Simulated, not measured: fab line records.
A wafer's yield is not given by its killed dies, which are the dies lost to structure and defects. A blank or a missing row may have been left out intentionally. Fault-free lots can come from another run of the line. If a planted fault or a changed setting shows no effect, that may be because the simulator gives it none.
Which tool did it? ; flow sfq line ; Sampling: 14 lots, 42 wafers, 5 of 325 route steps

== WHAT THE GAUGES SHOWED, per wafer ==
No reading from a measuring or inspecting step in the record can be judged against a usual standard deviation.

== TOOL THAT RAN EACH LOT (tool first, then ch and the chambers of the sampled wafers, then the start) ==
lot;SFQ_TRILAYER_L0_LITHO_EXPOSE_006;SFQ_TRILAYER_L0_VIA_LITHO_EXPOSE_014;SFQ_TRILAYER_I0_CMP_CMP_028;SFQ_TRILAYER_M1_DEP_SPUTTER_037;SFQ_TRILAYER_I1_DEP_PECVD_045
L135;krf scanner-02 ch 0, day 4 12:11;krf scanner-01 ch 0, day 4 23:45;cmp-02 ch 2,3, day 9 03:19;pvd sputter-04, day 9 21:43;pecvd-04 ch 0,2, day 11 02:03
L136;krf scanner-02 ch 0, day 4 17:36;krf scanner-01 ch 0, day 5 05:33;cmp-01 ch 0,1,2, day 9 09:43;pvd sputter-04, day 13 15:59;pecvd-04 ch 0,1, day 13 19:41
L137;krf scanner-02 ch 0, day 4 21:00;krf scanner-01 ch 0, day 5 10:09;cmp-02 ch 0,2,3, day 9 17:49;pvd sputter-04, day 14 05:19;pecvd-03 ch 0,1,2, day 14 08:50
L138;krf scanner-02 ch 0, day 5 04:24;krf scanner-01 ch 0, day 5 15:09;cmp-01 ch 0,1,2, day 9 21:43;pvd sputter-03, day 14 11:55;pecvd-01 ch 0,1,2, day 14 16:24
L139;krf scanner-02 ch 0, day 5 10:52;krf scanner-01 ch 0, day 5 18:45;cmp-02 ch 0,1,3, day 10 02:49;pvd sputter-03, day 14 19:43;pecvd-04 ch 0,1, day 14 23:14
L141;krf scanner-02 ch 0, day 6 01:16;krf scanner-01 ch 0, day 6 10:39;cmp-02 ch 0,1, day 11 00:19;pvd sputter-03, day 16 01:19;pecvd-01 ch 0,1, day 16 07:15
L142;krf scanner-02 ch 0, day 6 07:16;krf scanner-01 ch 0, day 6 14:15;cmp-01 ch 0,1,2, day 11 08:20;pvd sputter-04, day 16 11:22;pecvd-03 ch 0,2, day 16 17:20
L143;krf scanner-02 ch 0, day 6 16:28;krf scanner-01 ch 0, day 6 23:27;cmp-01 ch 0,2,3, day 11 15:50;pvd sputter-04, day 17 00:34;pecvd-01 ch 0,1,2, day 17 05:40
L145;krf scanner-02 ch 0, day 7 03:13;krf scanner-01 ch 0, day 7 09:15;cmp-02 ch 0,2,3, day 12 03:19;pvd sputter-06, day 17 12:41;pecvd-04 ch 0,1,2, day 17 16:38
L147;krf scanner-02, day 7 16:25;krf scanner-01, day 8 00:26;cmp-02 ch 0,1,3, day 12 15:19;pvd sputter-03, day 18 10:35;pecvd-04 ch 0,1,2, day 25 04:53
L148;krf scanner-02, day 7 22:25;krf scanner-01, day 8 07:26;cmp-01 ch 0,1,3, day 12 19:50;pvd sputter-06, day 18 15:11;pecvd-04 ch 1,2, day 25 08:29
L151;krf scanner-02 ch 0, day 8 14:01;krf scanner-01 ch 0, day 9 06:14;cmp-02 ch 2,3, day 13 11:46;pvd sputter-06, day 19 12:47;pecvd-01 ch 0,1, day 26 01:17
L155;krf scanner-02 ch 0, day 9 14:01;krf scanner-02 ch 0, day 13 18:37;cmp-01 ch 0,2,3, day 14 01:40;pvd sputter-06, day 20 07:59;pecvd-04 ch 0,1,2, day 26 16:53
L157;krf scanner-02 ch 0, day 10 01:49;krf scanner-02 ch 0, day 14 14:49;cmp-02 ch 2,3, day 14 20:50;pvd sputter-03, day 21 00:56;pecvd-01 ch 0,1, day 27 08:30
- SFQ_TRILAYER_L0_LITHO_EXPOSE_006: exposes mask L0, target cd 2000 nm.
- SFQ_TRILAYER_L0_VIA_LITHO_EXPOSE_014: exposes mask L0V, target cd 700 nm.
- SFQ_TRILAYER_I0_CMP_CMP_028: polishes SiO2.
- SFQ_TRILAYER_M1_DEP_SPUTTER_037: material Nb, target thk 200 nm, time 133.3 s.
- SFQ_TRILAYER_I1_DEP_PECVD_045: deposits SiO2 from SiH4/N2O, time 111.11 s, target thk 500 nm.

== WHAT THE TOOLS THEMSELVES READ (means of the sampled wafers that have a number; where no wafer has one, the mark that the record gives instead) ==
SFQ_TRILAYER_L0_LITHO_EXPOSE_006. Usual: exposure dose mJ cm2 14.402, standard deviation 0.015; focus offset nm 0.0 nm, standard deviation 0.52.
lot;tool;exposure dose mJ cm2;focus offset nm (nm);flag
L135;krf scanner-02;14.391;0.0;
L136;krf scanner-02;14.390;0.5;
L137;krf scanner-02;14.412;0.4;
L138;krf scanner-02;14.428;-0.2;
L139;krf scanner-02;14.383;0.2;
L141;krf scanner-02;14.395;-0.7;
L142;krf scanner-02;14.412;-0.6;
L143;krf scanner-02;14.396;-0.0;
L145;krf scanner-02;14.402;-0.1;
L147;krf scanner-02;-;-;OFF
L148;krf scanner-02;-;-;OFF
L151;krf scanner-02;14.430;0.2;
L155;krf scanner-02;14.374;0.4;
L157;krf scanner-02;14.385;-0.7;

SFQ_TRILAYER_L0_VIA_LITHO_EXPOSE_014. Usual: exposure dose mJ cm2 21.303, standard deviation 0.02; focus offset nm 0.1 nm, standard deviation 0.54.
lot;tool;exposure dose mJ cm2;focus offset nm (nm);flag
L135;krf scanner-01;21.300;0.7;
L136;krf scanner-01;21.298;0.2;
L137;krf scanner-01;21.298;0.5;
L138;krf scanner-01;21.309;-0.3;
L139;krf scanner-01;21.306;0.6;
L141;krf scanner-01;21.286;0.4;
L142;krf scanner-01;21.285;0.0;
L143;krf scanner-01;21.284;0.4;
L145;krf scanner-01;21.304;0.4;
L147;krf scanner-01;-;-;OFF
L148;krf scanner-01;-;-;OFF
L151;krf scanner-01;21.288;-0.4;
L155;krf scanner-02;21.307;0.4;
L157;krf scanner-02;21.274;0.4;

SFQ_TRILAYER_I0_CMP_CMP_028. Usual: motor current A 9.7 A, standard deviation 0.55; slurry flow ml min 150.0, standard deviation 0.52; time to endpoint s 216 s, standard deviation 7.5.
lot;tool;motor current A (A);slurry flow ml min;time to endpoint s (s);flag
L135;cmp-02;9.7;149.6;216;
L136;cmp-01;9.4;149.1;209;
L137;cmp-02;10.1;149.6;223;
L138;cmp-01;9.1;150.0;213;
L139;cmp-02;9.9;149.7;211;
L141;cmp-02;10.3;150.1;216;
L142;cmp-01;9.2;150.0;223;
L143;cmp-01;9.4;149.9;214;
L145;cmp-02;9.9;150.0;226;
L147;cmp-02;9.6;149.9;209;
L148;cmp-01;9.4;150.2;221;
L151;cmp-02;9.7;149.3;216;
L155;cmp-01;9.2;150.1;225;
L157;cmp-02;9.7;150.2;220;

SFQ_TRILAYER_M1_DEP_SPUTTER_037. Usual: chamber pressure pa 0.13326 Pa, standard deviation 0.00026; throttle valve pct 30.3 %, standard deviation 0.94.
lot;tool;chamber pressure pa (Pa);throttle valve pct (%);flag
L135;pvd sputter-04;0.13326;29.5;
L136;pvd sputter-04;0.13333;29.8;
L137;pvd sputter-04;0.13332;30.5;
L138;pvd sputter-03;0.13312;30.8;
L139;pvd sputter-03;0.13324;30.5;
L141;pvd sputter-03;0.13309;30.5;
L142;pvd sputter-04;0.13317;30.6;
L143;pvd sputter-04;0.13341;30.5;
L145;pvd sputter-06;0.13340;30.5;
L147;pvd sputter-03;0.13313;30.6;
L148;pvd sputter-06;0.13346;29.2;
L151;pvd sputter-06;0.13316;29.9;
L155;pvd sputter-06;0.13321;29.4;
L157;pvd sputter-03;0.13321;30.3;

SFQ_TRILAYER_I1_DEP_PECVD_045. Usual: heater power outer w 31 W, standard deviation 7.2; heater power w 85 W, standard deviation 15; throttle valve pct 24.9 %, standard deviation 1.3.
lot;tool;heater power outer w (W);heater power w (W);throttle valve pct (%);flag
L135;pecvd-04;34;82;23.0;
L136;pecvd-04;31;86;23.4;
L137;pecvd-03;37;99;25.6;
L138;pecvd-01;23;79;26.7;
L139;pecvd-04;24;73;23.8;
L141;pecvd-01;23;74;26.6;
L142;pecvd-03;37;103;26.7;
L143;pecvd-01;30;86;26.5;
L145;pecvd-04;35;86;23.6;
L147;pecvd-04;30;80;24.0;
L148;pecvd-04;32;76;24.2;
L151;pecvd-01;23;76;24.4;
L155;pecvd-04;32;80;24.2;
L157;pecvd-01;27;81;24.0;

== THE ANSWER, worked out from the rows above alone ==
Rule: lot off if the mean of its wafers having a number is beyond 3 standard deviations from the usual mean. A lot without any number at a reading at which 4 lots or more have one is off too. Where the step has rows for the other lots, those lots are counted as sound. First the gauges in route order, then the tools' own readings, where a lot's mean is used as printed above. The first step at which some lot is off is used, and at that step the reading that is off furthest; a lot without a number counts as furthest.
Off: L147, L148, at SFQ_TRILAYER_L0_LITHO_EXPOSE_006 (exposure dose mJ cm2). Without a number there: L147, L148.
A tool fits if, at that step or a process step before it, it ran every lot that is off, and no sound lot after the first of them. Not one of the candidates tried fits.

== WHAT WAS PUT IN BY THE SIMULATOR ==
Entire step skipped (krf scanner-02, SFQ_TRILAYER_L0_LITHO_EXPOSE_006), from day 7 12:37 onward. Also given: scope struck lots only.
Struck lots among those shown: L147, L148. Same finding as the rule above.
